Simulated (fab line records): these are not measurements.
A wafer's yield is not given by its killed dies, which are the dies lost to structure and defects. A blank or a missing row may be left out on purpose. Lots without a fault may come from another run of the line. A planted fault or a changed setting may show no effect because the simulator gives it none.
fab line records ; flow sfq_line
record lots=7; wafers=21; last_day=96
route steps=325 shown L0@4 L0V@16 M0@28
lots with no fault: from the same line, run without faults
start_h: the number of hours between the record's first day and the start of the first shown wafer of the lot ; wait_h: hours since the lot's step before ; " repeats the value in the row above ; L1.1+2: a single row standing in for several wafers ; - either no value or no given start ; * or withheld: withheld ; < > ~ a bound
route shown NAME@n: NAME is a module with steps in the file, n the number in the route of the first one ; usual: mean and standard deviation over wafers with no fault ; same: alike in all rows ; chamber/n: place in a boat ; sites: the reading at each site ; _std_site: how widely they spread, as a standard deviation ; _edge_site: mean of outer sites minus mean of inner sites ; radius_mm: for every site, how far away it sits from the centre of the wafer ; mask NAME#n: copy n ; behind: the most recent tool/chamber to have shaped the wafer ; hold: cause of the lot's hold/its duration in hours/its outcome ; device: whichever transistor did not switch (one of n, p or np) ; end of line: tests of these same wafers at the route's end ; for a step that has no rows: nothing shown but its recipe ; killed: the dies lost at the first sort to structure and to defects; this is not the yield of the wafer ; map: a wafer's dies, x killed, . not, _ none there
set.NAME: the setting the step ran with; set.NAME@STEP: the setting that earlier step ran with ; model.NAME: the simulator's own value behind a step, which no gauge read
lots at some steps of the route; a table a step, a row a wafer
services: when a tool's chamber went out of use (start_h, in hours from the record's first day, below 0 if earlier), for how many hours, and the reason
## steps
# step SFQ_L0_RS_MEAS_901
# recipe thk_meas_gauge=four-point-probe; reads=MoNx_KI_of_TRILAYER_L0_DEP_SPUTTER_003
# usual L0_MONX_KI_RS=43.4/0.39
lot.wafer;tool;chamber;start_h;wait_h;L0_MONX_KI_RS[ohm/sq]
L406.2;film_metro-02;-;32.58;0.1;43.7
L406.5;film_metro-02;-;32.58;0.1;43.9
L406.6;film_metro-02;-;32.58;0.1;43.7
L407.2;film_metro-03;-;37.58;0.1;42.3
L407.3;film_metro-03;-;37.58;0.1;42.6
L407.5;film_metro-03;-;37.58;0.1;42.4
L413.2;film_metro-03;-;67.58;0.1;43.2
L413.5;film_metro-03;-;67.58;0.1;43.4
L413.6;film_metro-03;-;67.58;0.1;43.4
L415.3;film_metro-01;-;77.60;0.1;43.2
L415.5;film_metro-01;-;77.60;0.1;42.7
L415.6;film_metro-01;-;77.60;0.1;42.5
L416.1;film_metro-02;-;82.56;0.0;43.4
L416.2;film_metro-02;-;82.56;0.0;43.6
L416.3;film_metro-02;-;82.56;0.0;43.3
L424.1;film_metro-03;-;122.56;0.0;43.8
L424.2;film_metro-03;-;122.56;0.0;44.2
L424.3;film_metro-03;-;122.56;0.0;43.6
L425.1;film_metro-01;-;127.56;0.0;43.4
L425.3;film_metro-01;-;127.56;0.0;43.3
L425.4;film_metro-01;-;127.56;0.0;43.5
# step SFQ_L0_THK_MEAS_902
# recipe thk_meas_gauge=xrf; reads=MoNx_KI_of_TRILAYER_L0_DEP_SPUTTER_003
# usual L0_MONX_KI_THK=39.7/0.38
lot.wafer;tool;chamber;start_h;wait_h;L0_MONX_KI_THK[nm]
L406.2;film_metro-02;-;32.69;0.1;39.7
L406.5;film_metro-02;-;32.69;0.1;39.7
L406.6;film_metro-02;-;32.69;0.1;39.6
L407.2;film_metro-03;-;37.69;0.1;40.6
L407.3;film_metro-03;-;37.69;0.1;40.3
L407.5;film_metro-03;-;37.69;0.1;40.6
L413.2;film_metro-03;-;67.69;0.1;39.8
L413.5;film_metro-03;-;67.69;0.1;39.2
L413.6;film_metro-03;-;67.69;0.1;39.6
L415.3;film_metro-01;-;77.70;0.1;39.9
L415.5;film_metro-01;-;77.70;0.1;40.2
L415.6;film_metro-01;-;77.70;0.1;40.3
L416.1;film_metro-02;-;82.68;0.1;40.1
L416.2;film_metro-02;-;82.68;0.1;39.9
L416.3;film_metro-02;-;82.68;0.1;40.2
L424.1;film_metro-03;-;122.68;0.1;39.0
L424.2;film_metro-03;-;122.68;0.1;38.6
L424.3;film_metro-03;-;122.68;0.1;39.4
L425.1;film_metro-01;-;127.68;0.1;39.6
L425.3;film_metro-01;-;127.68;0.1;39.6
L425.4;film_metro-01;-;127.68;0.1;39.6
# step SFQ_TRILAYER_L0_LITHO_COAT_010
# recipe resist=BARC; spin_rpm=3000; resist_thk_nm=62
# step SFQ_TRILAYER_L0_LITHO_COAT_005
# recipe resist=KrF; spin_rpm=3000; resist_thk_nm=600
# step SFQ_TRILAYER_L0_LITHO_SOFTBAKE_009
# recipe temp_c=withheld; time_s=withheld; resist=KrF
# step SFQ_TRILAYER_L0_LITHO_EXPOSE_006
# recipe mask_id=L0; na=0.6; source_shape=conventional; sigma_outer=0.65; target_cd_nm=2000; dose_mj=14.4
# step SFQ_TRILAYER_L0_LITHO_PEB_008
# recipe peb_temp_c=115; peb_time_s=60; resist=KrF
# step SFQ_TRILAYER_L0_LITHO_DEVELOP_007
# recipe time_s=60; resist=KrF
# step SFQ_TRILAYER_L0_BARC_OPEN_METAL_ETCH_010
# recipe mask_material=PR; chemistry=O2; target_depth_nm=125; target=BARC; icp_w=600; bias_w=80; pressure_mtorr=10; time_s=41.7
# usual drypump_motor_current_A=5.8/0.3; oes_product_au=0.684/0.0043
lot.wafer;tool;chamber;start_h;wait_h;drypump_motor_current_A;oes_product_au;rf_hours_counter_h
L406.2;rie_metal-02;1;101.63;0.1;6.0;0.692;61
L406.5;rie_metal-02;0;101.63;0.1;5.4;0.685;-
L406.6;rie_metal-02;1;101.63;0.1;6.0;0.678;-
L407.2;rie_metal-04;0;108.83;0.1;5.7;0.682;206
L407.3;rie_metal-04;0;108.83;0.1;5.7;0.689;-
L407.5;rie_metal-04;1;108.83;0.1;6.4;0.683;-
L413.2;rie_metal-01;0;147.82;0.1;5.6;0.685;86
L413.5;rie_metal-01;0;147.82;0.1;5.6;0.688;-
L413.6;rie_metal-01;1;147.82;0.1;5.9;0.684;-
L415.3;rie_metal-01;0;159.84;0.1;5.6;0.691;-
L415.5;rie_metal-01;1;159.84;0.1;5.9;0.684;-
L415.6;rie_metal-01;0;159.84;0.1;5.6;0.685;-
L416.1;rie_metal-01;1;164.62;0.1;5.9;0.689;172
L416.2;rie_metal-01;0;164.62;0.1;5.7;0.680;89
L416.3;rie_metal-01;1;164.62;0.1;5.9;0.683;-
L424.1;rie_metal-02;0;216.66;0.1;5.5;0.681;153
L424.2;rie_metal-02;1;216.66;0.1;6.0;0.683;85
L424.3;rie_metal-02;1;216.66;0.1;6.0;0.678;-
L425.1;rie_metal-02;1;220.26;0.1;6.0;0.678;86
L425.3;rie_metal-02;1;220.26;0.1;6.0;0.688;-
L425.4;rie_metal-02;0;220.26;0.1;5.5;0.680;-
# step SFQ_TRILAYER_L0_ETCH_METAL_ETCH_008
# recipe target=MoNx_KI; stop_on=SiO2; mask_material=PR; chemistry=SF6/O2; target_depth_nm=50; icp_w=600; bias_w=80; pressure_mtorr=10; time_s=25
# step SFQ_TRILAYER_L0_STRIP_STRIP_009
# recipe gas=O2; power_w=200; platen_temp_c=40; overash_fraction=0.65; chemistry=O2; pressure_mtorr=50
# usual drypump_motor_current_A=5.8/0.3; oes_product_au=0.997/0.007
lot.wafer;tool;chamber;start_h;wait_h;drypump_motor_current_A;oes_product_au;rf_hours_counter_h
L406.2;rie_metal-02;1;101.73;0.0;6.0;0.995;61
L406.5;rie_metal-02;0;101.73;0.0;5.5;0.988;-
L406.6;rie_metal-02;1;101.73;0.0;6.0;1.000;-
L407.2;rie_metal-04;0;108.93;0.0;5.7;0.997;206
L407.3;rie_metal-04;0;108.93;0.0;5.7;0.994;-
L407.5;rie_metal-04;1;108.93;0.0;6.4;0.998;-
L413.2;rie_metal-01;0;147.93;0.0;5.6;0.998;86
L413.5;rie_metal-01;0;147.93;0.0;5.6;1.007;-
L413.6;rie_metal-01;1;147.93;0.0;5.8;1.006;-
L415.3;rie_metal-01;0;160.13;0.2;5.6;1.000;-
L415.5;rie_metal-01;1;160.13;0.2;5.9;0.999;-
L415.6;rie_metal-01;0;160.13;0.2;5.6;0.991;-
L416.1;rie_metal-01;1;164.73;0.0;5.9;1.014;172
L416.2;rie_metal-01;0;164.73;0.0;5.6;1.006;89
L416.3;rie_metal-01;1;164.73;0.0;5.9;1.023;-
L424.1;rie_metal-02;0;216.77;0.0;5.5;0.994;153
L424.2;rie_metal-02;1;216.77;0.0;6.0;1.001;85
L424.3;rie_metal-02;1;216.77;0.0;6.0;0.994;-
L425.1;rie_metal-02;1;220.37;0.0;6.0;1.001;86
L425.3;rie_metal-02;1;220.37;0.0;6.0;0.996;-
L425.4;rie_metal-02;0;220.37;0.0;5.4;0.987;-
# step SFQ_TRILAYER_L0_STRIP_SOLV_CLEAN_010
# recipe chemistry=NMP; temp_c=70; time_s=600
# step SFQ_TRILAYER_L0_CAP_PECVD_011
# recipe material=SiO2; temp_c=150; time_s=13.333; pressure_torr=2.4; rf_w=177.9; precursor=SiH4/N2O; target_thk_nm=60
# usual chamber_pressure_Torr=2.400/0.0054; heater_power_w=87/17; throttle_valve_pct=24.4/1.3
lot.wafer;tool;chamber;start_h;wait_h;chamber_pressure_Torr;heater_power_w;throttle_valve_pct;model.SiO2_of_TRILAYER_L0_CAP_PECVD_011.thk_nm
L406.2;pecvd-04;2;102.51;0.0;2.405;87;26.1;59.33
L406.5;pecvd-04;2;102.51;0.0;2.397;89;26.3;59.64
L406.6;pecvd-04;1;102.51;0.0;2.395;134;25.8;59.42
L407.2;pecvd-01;2;109.71;0.0;2.408;73;23.3;59.53
L407.3;pecvd-01;1;109.71;0.0;2.401;92;24.1;59.48
L407.5;pecvd-01;0;109.71;0.0;2.403;90;24.0;60.31
L413.2;pecvd-01;2;148.70;0.0;2.403;69;23.6;57
L413.5;pecvd-01;1;148.70;0.0;2.401;88;24.0;57.63
L413.6;pecvd-01;0;148.70;0.0;2.391;85;24.3;58.12
L415.3;pecvd-01;1;160.91;0.0;2.408;84;24.3;57.3
L415.5;pecvd-01;2;160.91;0.0;2.389;64;23.5;57.97
L415.6;pecvd-01;0;160.91;0.0;2.402;84;24.0;58.25
L416.1;pecvd-01;2;165.71;0.0;2.394;64;23.5;57.34
L416.2;pecvd-01;0;165.71;0.0;2.398;88;24.0;57.34
L416.3;pecvd-01;1;165.71;0.0;2.400;85;24.3;57.4
L424.1;pecvd-03;0;217.54;0.0;2.405;67;21.9;58.79
L424.2;pecvd-03;2;217.54;0.0;2.399;96;21.2;58.52
L424.3;pecvd-03;1;217.54;0.0;2.404;94;22.7;58.16
L425.1;pecvd-03;1;221.14;0.0;2.399;94;22.7;58.37
L425.3;pecvd-03;2;221.14;0.0;2.404;94;21.1;58.42
L425.4;pecvd-03;2;221.14;0.0;2.401;94;21.3;59.49
# step SFQ_TRILAYER_L0_VIA_LITHO_COAT_018
# recipe resist=BARC; spin_rpm=3000; resist_thk_nm=62
# step SFQ_TRILAYER_L0_VIA_LITHO_COAT_013
# recipe resist=KrF; spin_rpm=3000; resist_thk_nm=650
# step SFQ_TRILAYER_L0_VIA_LITHO_SOFTBAKE_017
# recipe temp_c=withheld; time_s=withheld; resist=KrF
# step SFQ_TRILAYER_L0_VIA_LITHO_EXPOSE_014
# recipe mask_id=L0V; na=0.6; source_shape=conventional; sigma_outer=0.65; target_cd_nm=700; dose_mj=21.3
# step SFQ_TRILAYER_L0_VIA_LITHO_PEB_016
# recipe peb_temp_c=115; peb_time_s=60; resist=KrF
# step SFQ_TRILAYER_L0_VIA_LITHO_DEVELOP_015
# recipe time_s=60; resist=KrF
# step SFQ_L0V_OVL_MEAS_903
# usual L0V_OVL=2/5.8
lot.wafer;tool;chamber;start_h;wait_h;L0V_OVL[nm]
L406.2;overlay-02;-;195.73;0.1;-3
L406.5;overlay-02;-;195.73;0.1;1
L406.6;overlay-02;-;195.73;0.1;2
L407.2;overlay-02;-;206.53;0.1;6
L407.3;overlay-02;-;206.53;0.1;9
L407.5;overlay-02;-;206.53;0.1;3
L413.2;overlay-01;-;244.82;0.1;-4
L413.5;overlay-01;-;244.82;0.1;-1
L413.6;overlay-01;-;244.82;0.1;-3
L415.3;overlay-02;-;258.03;0.1;-5
L415.5;overlay-02;-;258.03;0.1;-3
L415.6;overlay-02;-;258.03;0.1;5
L416.1;overlay-01;-;261.62;0.1;0
L416.2;overlay-01;-;261.62;0.1;-1
L416.3;overlay-01;-;261.62;0.1;2
L424.1;overlay-01;-;327.85;0.1;-2
L424.2;overlay-01;-;327.85;0.1;-1
L424.3;overlay-01;-;327.85;0.1;-5
L425.1;overlay-01;-;335.17;0.1;7
L425.3;overlay-01;-;335.17;0.1;0
L425.4;overlay-01;-;335.17;0.1;6
# step SFQ_TRILAYER_L0_VIA_BARC_OPEN_VIA_ETCH_021
# recipe mask_material=PR; chemistry=O2; target_depth_nm=125; target=BARC; source_w=500; bias_w=80; pressure_mtorr=30; time_s=41.7
# usual drypump_motor_current_A=6.0/0.38; oes_product_au=0.685/0.0045
lot.wafer;tool;chamber;start_h;wait_h;drypump_motor_current_A;oes_product_au;rf_hours_counter_h
L406.2;rie_diel-04;1;195.76;0.0;5.3;0.678;40
L406.5;rie_diel-04;3;195.76;0.0;5.6;0.685;-
L406.6;rie_diel-04;0;195.76;0.0;6.0;0.678;-
L407.2;rie_diel-03;2;206.56;0.0;6.5;0.684;29
L407.3;rie_diel-03;3;206.56;0.0;6.2;0.680;108
L407.5;rie_diel-03;2;206.56;0.0;6.5;0.680;-
L413.2;rie_diel-02;3;244.85;0.0;6.3;0.682;70
L413.5;rie_diel-02;0;244.85;0.0;6.1;0.691;-
L413.6;rie_diel-02;3;244.85;0.0;6.3;0.689;-
L415.3;rie_diel-02;2;258.05;0.0;6.2;0.681;33
L415.5;rie_diel-02;2;258.05;0.0;6.2;0.683;-
L415.6;rie_diel-02;3;258.05;0.0;6.4;0.683;-
L416.1;rie_diel-04;0;261.65;0.0;6.0;0.683;84
L416.2;rie_diel-04;3;261.65;0.0;5.6;0.690;2
L416.3;rie_diel-04;2;261.65;0.0;6.2;0.686;88
L424.1;rie_diel-04;1;327.88;0.0;5.3;0.678;41
L424.2;rie_diel-04;0;327.88;0.0;6.0;0.678;85
L424.3;rie_diel-04;2;327.88;0.0;6.2;0.691;89
L425.1;rie_diel-02;1;335.21;0.0;5.7;0.681;2
L425.3;rie_diel-02;3;335.21;0.0;6.4;0.687;72
L425.4;rie_diel-02;0;335.21;0.0;6.1;0.687;111
# step SFQ_TRILAYER_L0_VIA_ETCH_VIA_ETCH_016
# recipe target=SiO2; stop_on=MoNx_KI; mask_material=PR; chemistry=CHF3; target_depth_nm=80; source_w=500; bias_w=77.99; pressure_mtorr=30; time_s=withheld
# usual drypump_motor_current_A=6.0/0.38; oes_product_au=0.837/0.0073
lot.wafer;tool;chamber;start_h;wait_h;drypump_motor_current_A;oes_product_au;model.etch.depth_nm;model.L0V.feature_depth_nm
L406.2;rie_diel-04;1;195.80;0.0;5.3;0.842;59.33;59.33
L406.5;rie_diel-04;3;195.80;0.0;5.6;0.832;59.64;59.64
L406.6;rie_diel-04;0;195.80;0.0;6.0;0.835;59.42;59.42
L407.2;rie_diel-03;2;206.60;0.0;6.5;0.848;59.53;59.53
L407.3;rie_diel-03;3;206.60;0.0;6.3;0.840;59.48;59.48
L407.5;rie_diel-03;2;206.60;0.0;6.5;0.842;60.31;60.31
L413.2;rie_diel-02;3;244.89;0.0;6.4;0.822;57;57
L413.5;rie_diel-02;0;244.89;0.0;6.1;0.819;57.63;57.63
L413.6;rie_diel-02;3;244.89;0.0;6.4;0.828;58.12;58.12
L415.3;rie_diel-02;2;258.09;0.0;6.2;0.825;57.3;57.3
L415.5;rie_diel-02;2;258.09;0.0;6.3;0.819;57.97;57.97
L415.6;rie_diel-02;3;258.09;0.0;6.4;0.837;58.25;58.25
L416.1;rie_diel-04;0;261.69;0.0;6.0;0.824;57.34;57.34
L416.2;rie_diel-04;3;261.69;0.0;5.6;0.818;57.34;57.34
L416.3;rie_diel-04;2;261.69;0.0;6.2;0.824;57.4;57.4
L424.1;rie_diel-04;1;327.92;0.0;5.3;0.838;58.79;58.79
L424.2;rie_diel-04;0;327.92;0.0;6.0;0.836;58.52;58.52
L424.3;rie_diel-04;2;327.92;0.0;6.2;0.822;58.16;58.16
L425.1;rie_diel-02;1;335.25;0.0;5.7;0.830;58.37;58.37
L425.3;rie_diel-02;3;335.25;0.0;6.4;0.837;58.42;58.42
L425.4;rie_diel-02;0;335.25;0.0;6.1;0.838;59.49;59.49
# step SFQ_TRILAYER_L0_VIA_STRIP_STRIP_017
# recipe gas=O2; power_w=200; platen_temp_c=40; overash_fraction=0.65; chemistry=O2; pressure_mtorr=50
# usual drypump_motor_current_A=5.94/0.29; oes_product_au=1.000/0.0076
lot.wafer;tool;chamber;start_h;wait_h;drypump_motor_current_A;oes_product_au;rf_hours_counter_h
L406.2;rie_metal-01;0;195.85;-;5.65;1.003;94
L406.5;rie_metal-01;0;195.85;-;5.65;1.002;-
L406.6;rie_metal-01;1;195.85;-;5.87;0.992;-
L407.2;rie_metal-01;1;206.65;-;5.87;0.996;180
L407.3;rie_metal-01;1;206.65;-;5.84;1.010;-
L407.5;rie_metal-01;0;206.65;-;5.63;1.009;-
L413.2;rie_metal-03;0;245.15;-;6.35;0.989;131
L413.5;rie_metal-03;0;245.15;-;6.35;0.991;-
L413.6;rie_metal-03;1;245.15;-;5.78;1.005;-
L415.3;rie_metal-03;1;258.34;-;5.82;0.990;-
L415.5;rie_metal-03;0;258.34;-;6.32;1.009;-
L415.6;rie_metal-03;1;258.34;-;5.78;1.002;-
L416.1;rie_metal-01;0;261.74;-;5.63;1.022;109
L416.2;rie_metal-01;0;261.74;-;5.63;1.010;-
L416.3;rie_metal-01;0;261.74;-;5.64;1.006;-
L424.1;rie_metal-04;0;327.97;-;5.70;0.995;20
L424.2;rie_metal-04;0;327.97;-;5.69;0.997;-
L424.3;rie_metal-04;0;327.97;-;5.70;0.993;-
L425.1;rie_metal-03;1;335.30;-;5.82;0.991;75
L425.3;rie_metal-03;1;335.30;-;5.81;0.993;-
L425.4;rie_metal-03;0;335.30;-;6.34;0.997;-
# step SFQ_TRILAYER_L0_VIA_STRIP_SOLV_CLEAN_018
# recipe chemistry=NMP; temp_c=70; time_s=600
# step SFQ_TRILAYER_M0_DEP_PRE_CLEAN_020
# recipe gas=Ar; time_s=15; bias_v=250
lot.wafer;tool;chamber;start_h;wait_h;model.SiO2_of_TRILAYER_L0_CAP_PECVD_011.thk_nm
L406.2;pvd_sputter-03;-;196.62;0.0;54.33
L406.5;pvd_sputter-03;-;196.62;0.0;54.64
L406.6;pvd_sputter-03;-;196.62;0.0;54.42
L407.2;pvd_sputter-05;-;207.42;0.0;54.53
L407.3;pvd_sputter-05;-;207.42;0.0;54.48
L407.5;pvd_sputter-05;-;207.42;0.0;55.31
L413.2;pvd_sputter-06;-;245.92;0.0;52
L413.5;pvd_sputter-06;-;245.92;0.0;52.63
L413.6;pvd_sputter-06;-;245.92;0.0;53.12
L415.3;pvd_sputter-05;-;258.92;0.0;52.3
L415.5;pvd_sputter-05;-;258.92;0.0;52.97
L415.6;pvd_sputter-05;-;258.92;0.0;53.25
L416.1+2;pvd_sputter-06;-;263.12;0.0;52.34
L416.3;pvd_sputter-06;-;263.12;0.0;52.4
L424.1;pvd_sputter-05;-;329.35;0.0;53.8
L424.2;pvd_sputter-05;-;329.35;0.0;53.52
L424.3;pvd_sputter-05;-;329.35;0.0;53.16
L425.1;pvd_sputter-06;-;336.07;0.0;53.37
L425.3;pvd_sputter-06;-;336.07;0.0;53.42
L425.4;pvd_sputter-06;-;336.07;0.0;54.49
# step SFQ_TRILAYER_M0_DEP_SPUTTER_019
# recipe material=Nb; base_pressure_pa=1.33e-06; chamber_pressure_pa=0.1333; substrate_temp_c=20; resputter_cathode_voltage_v=400; target_thk_nm=200; power_w=2000; time_s=133.3
# usual base_pressure_pa=1.32e-06/8.9e-08; cathode_dc_power_W=2000.0/0.34; substrate_temp_c=20.01/0.11; throttle_valve_pct=29.8/1
lot.wafer;tool;chamber;start_h;wait_h;base_pressure_pa;cathode_dc_power_W;substrate_temp_c;throttle_valve_pct
L406.2;pvd_sputter-03;-;196.65;0.0;1.27e-06;1999.9;20.09;30.2
L406.5;pvd_sputter-03;-;196.65;0.0;1.23e-06;1999.9;19.96;29.6
L406.6;pvd_sputter-03;-;196.65;0.0;1.39e-06;1999.7;19.77;30.1
L407.2;pvd_sputter-05;-;207.45;0.0;1.41e-06;2000.0;19.85;28.0
L407.3;pvd_sputter-05;-;207.45;0.0;1.39e-06;1999.5;19.99;29.0
L407.5;pvd_sputter-05;-;207.45;0.0;1.33e-06;1999.7;20.01;29.0
L413.2;pvd_sputter-06;-;245.95;0.0;1.21e-06;1999.5;19.93;29.1
L413.5;pvd_sputter-06;-;245.95;0.0;1.35e-06;1999.9;19.92;29.4
L413.6;pvd_sputter-06;-;245.95;0.0;1.36e-06;1999.7;20.03;32.0
L415.3;pvd_sputter-05;-;258.94;0.0;1.35e-06;1999.9;19.95;31.0
L415.5;pvd_sputter-05;-;258.94;0.0;1.36e-06;2000.3;19.90;30.9
L415.6;pvd_sputter-05;-;258.94;0.0;1.31e-06;2000.3;20.03;30.5
L416.1;pvd_sputter-06;-;263.14;0.0;1.19e-06;1999.9;20.15;29.0
L416.2;pvd_sputter-06;-;263.14;0.0;1.34e-06;2000.2;20.00;29.3
L416.3;pvd_sputter-06;-;263.14;0.0;1.37e-06;1999.3;20.00;28.8
L424.1;pvd_sputter-05;-;329.37;0.0;1.28e-06;1999.8;20.02;29.1
L424.2;pvd_sputter-05;-;329.37;0.0;1.37e-06;2000.1;19.97;30.7
L424.3;pvd_sputter-05;-;329.37;0.0;1.27e-06;2000.3;20.02;30.7
L425.1;pvd_sputter-06;-;336.10;0.0;1.39e-06;2000.2;20.09;28.9
L425.3;pvd_sputter-06;-;336.10;0.0;1.45e-06;1999.9;19.80;29.4
L425.4;pvd_sputter-06;-;336.10;0.0;1.22e-06;2000.0;19.89;31.7
## services
tool;chamber;start_h;hours;kind
rie_diel-04;2;83.85;7.0;repair
rie_metal-03;-;90.64;2.8;pm
rie_diel-03;3;96.24;4.3;repair
rie_diel-02;2;98.13;6.6;repair
rie_metal-03;-;116.15;14.6;pm
pvd_sputter-05;-;116.46;11.1;repair
rie_metal-04;-;126.08;0.9;repair
rie_metal-01;-;132.85;2.8;pm
rie_diel-04;3;138.96;7.6;repair
pecvd-01;2;140.54;4.2;repair
rie_metal-04;1;176.91;3.1;repair
rie_metal-04;-;183.32;76.1;repair
pvd_sputter-06;-;188.81;2.2;repair
rie_diel-04;-;214.95;0.7;repair
rie_metal-01;0;243.84;2.7;repair
rie_metal-02;-;261.70;2.8;pm
rie_metal-04;-;262.11;0.1;repair
rie_metal-02;0;274.83;7.9;repair
rie_metal-04;-;286.44;1.4;pm
rie_diel-04;-;292.26;0.7;repair
rie_diel-02;2;305.36;7.7;repair
pecvd-01;-;320.72;14.6;pm
rie_diel-04;0;329.56;18.4;repair
rie_metal-03;1;330.77;1.0;repair
## key
first_sign none at tools or gauges
model_effect step=SFQ_TRILAYER_L0_CAP_PECVD_011; value=SiO2_of_TRILAYER_L0_CAP_PECVD_011.thk_nm; without=58.9; struck=57.59
model_effect step=SFQ_TRILAYER_L0_VIA_ETCH_VIA_ETCH_016; value=etch.depth_nm; without=58.9; struck=57.59
model_effect step=SFQ_TRILAYER_M0_DEP_PRE_CLEAN_020; value=SiO2_of_TRILAYER_L0_CAP_PECVD_011.thk_nm; without=53.9; struck=52.59
met_at SFQ_TRILAYER_L0_CAP_PECVD_011
struck_wafers L413.2,L413.5,L413.6,L415.3,L415.5,L415.6,L416.1,L416.2,L416.3
onset_between 109.71 148.70
also_fits SFQ_TRILAYER_L0_BARC_OPEN_METAL_ETCH_010:rie_metal-01,SFQ_TRILAYER_L0_STRIP_STRIP_009:rie_metal-01
fault kind=process_parameter_drift; tool=pecvd-01; chamber=-; onset_h=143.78; steps=SFQ_TRILAYER_L0_CAP_PECVD_011; channel=target_thk_nm; offset=-1.3207; shape=step; end_h=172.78; acts_in=these_recipes_only; stated=60
